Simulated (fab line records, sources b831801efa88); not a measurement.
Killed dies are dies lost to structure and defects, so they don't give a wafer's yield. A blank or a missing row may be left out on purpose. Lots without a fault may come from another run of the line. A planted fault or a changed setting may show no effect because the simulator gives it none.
Which tool did it? | flow gf180mcu | 6 lots, 18 wafers sampled, at 3 steps of a route of 602

WHAT THE GAUGES READ, wafer by wafer
GF_V3_THK_MEAS_01.
lot  | measured     | on            | V3_CVD_00_THK (nm)
L864 | day 21 14:37 | film_metro-03 | 607 591 589
L867 | day 22 22:04 | film_metro-01 | 592 595 593
L874 | day 25 19:26 | film_metro-02 | 599 586 601
L877 | day 26 14:24 | film_metro-03 | 611 896 612
L882 | day 28 01:47 | film_metro-02 | 597 599 609
L885 | day 28 11:24 | film_metro-01 | 605 602 604

WHICH TOOL RAN EACH LOT (tool, then ch and the chambers of the sampled wafers, then the start)
lot  | GF_M2_SPUTTER_01             | GF_V3_CVD_00
L864 | pvd_sputter-02, day 18 11:39 | hdpcvd-01 ch 0,1,2, day 21 14:33
L867 | pvd_sputter-01, day 19 18:22 | hdpcvd-01 ch 0,1, day 22 21:59
L874 | pvd_sputter-03, day 22 20:58 | hdpcvd-02 ch 0,1,2, day 25 19:23
L877 | pvd_sputter-02, day 23 19:27 | hdpcvd-02 ch 0,1, day 26 14:19
L882 | pvd_sputter-01, day 25 09:54 | hdpcvd-01 ch 0,1, day 28 01:41
L885 | pvd_sputter-02, day 25 19:42 | hdpcvd-01 ch 0,1, day 28 11:19
- GF_M2_SPUTTER_01: material TiN, target thk 30 nm, time 25 s.
- GF_V3_CVD_00: deposits SiO2, target thk 600 nm, time 100 s.

THE ANSWER, worked out from the rows above alone
Rule: what is usual is taken from the lots themselves. Put in order of their means at a reading, lots are off if they are a third of the lots or fewer, leave a main group of 4 or more, and stand apart from it by a gap of 3 or more times the standard deviation of the main group's means; of several such gaps the widest counts. A main group whose means are all the same, to the digits that the tables above print for the reading, isn't used. A lot without any number at a reading at which 4 lots or more have one is off too. The other lots that the step has rows for count as sound.
Off: L877, at GF_V3_THK_MEAS_01 (V3_CVD_00_THK). The main group: mean 598 nm, standard deviation 4.
A tool fits if, at a process step before that reading, it ran every lot that is off, and no sound lot after the first of them. The gauges at GF_V3_THK_MEAS_01 are tried like those tools. Can't be told from this: 2 tools fit, hdpcvd-02 at GF_V3_CVD_00, film_metro-03 at GF_V3_THK_MEAS_01.

WHAT THE SIMULATOR HAD PUT IN
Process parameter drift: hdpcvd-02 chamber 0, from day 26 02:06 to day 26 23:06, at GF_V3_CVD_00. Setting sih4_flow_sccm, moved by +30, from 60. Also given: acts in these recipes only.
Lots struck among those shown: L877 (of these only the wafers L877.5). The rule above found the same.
